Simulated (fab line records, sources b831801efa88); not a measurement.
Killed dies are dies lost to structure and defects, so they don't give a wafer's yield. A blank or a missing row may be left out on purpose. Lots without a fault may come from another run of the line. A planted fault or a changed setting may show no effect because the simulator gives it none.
Problem report in the 8D (eight disciplines) form, filled by code | flow sky130 | the parts of the form that need people (team, actions taken, sign-off) are left out

1. THE PROBLEM
LDD_HVP_TW at SKY_LDD_HVP_TW_MEAS_10 reads a mean of 407 on 9 wafers of 3 lots; wafers without a fault read 456 with a standard deviation of 3.8. That is -13 standard deviations from the usual mean.
First seen on wafer L829.2, day 26 21:13, on film_metro-02. The record holds 39 wafers of 13 lots with a number at this step. Rule for "out", or "out of limits": more than 4 standard deviations from the usual mean. The other wafers with a number count as sound.

2. WHAT IT IS AND WHAT IT IS NOT
question                    | is                           | is not
which readings at this step | LDD_HVP_TW                   | -
which lots                  | L829, L831, L832             | L814, L815, L816, L817, L820, L822, L825, L833, L835, L836
which wafers of those lots  | all that have a number       | -
read on which gauges        | film_metro-01, film_metro-02 | film_metro-03
when                        | from day 26 21:13            | up to then (21 sound wafers); but 9 sound wafers of L833, L835, L836 came after

3. SUSPECTS, AND WHAT RULES EACH OUT
Counting: a tool at a process step up to the reading stays a suspect if it ran every lot that is out and no sound lot after the first of them.
- the gauge at SKY_LDD_HVP_TW_MEAS_10: ruled out. The wafers that are out were read on 2 gauges (film_metro-01, film_metro-02).
- implanter-02 at SKY_LDD_HVP_IMPLANT_08: kept. It ran every lot that is out, first L829 (day 26 20:59), and no sound lot after that; its last sound lot up to then is L822 (day 25 01:25). Its own readings are out on those wafers: tilt_deg.
Left after counting: implanter-02 at SKY_LDD_HVP_IMPLANT_08.

4. THE CAUSE (what the simulator had put in)
Process parameter drift: implanter-02, from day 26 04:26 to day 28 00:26, at SKY_LDD_HVP_IMPLANT_08. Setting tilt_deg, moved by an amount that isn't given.
Counting left only this tool.

5. THE CHAIN OF EFFECTS, in route order
Each row: a reading whose mean over the struck wafers that have a number lies more than 3 standard deviations from the usual. Only readings for which the record gives a usual standard deviation are gone through. hours: the time from each lot's start at the first step in this table that gives one to its start at this step, as a median over the lots. sigmas: the change in usual standard deviations.
hours | step                   | reading    | usual          | on struck wafers | change  | sigmas
0     | SKY_LDD_HVP_IMPLANT_08 | tilt_deg   | 17.899 degrees | 0.014            | -17.885 | -99 or more
0     | SKY_LDD_HVP_TW_MEAS_10 | LDD_HVP_TW | 456            | 407              | -49     | -13
The process steps in it:
- SKY_LDD_HVP_IMPLANT_08
Later measuring or inspecting steps at which every struck wafer that the step has a row for has a number for every such reading, and none has moved that far: SKY_METAL2_OVL_MEAS_16.

6. WHAT WOULD HAVE CAUGHT IT SOONER
In this record the first reading out of limits at a measuring or inspecting step was taken at day 26 21:13, 17 hours after the fault began at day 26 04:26.
The tool's own readings at SKY_LDD_HVP_IMPLANT_08 were out on every struck wafer that the step has a row for (tilt_deg): an alarm limit on them would have fired on the first of those.
Of the lots that are out (3), L831, L832 began SKY_LDD_HVP_IMPLANT_08 on implanter-02 after day 26 21:13. A hold on the tool at that time would have spared those 2.
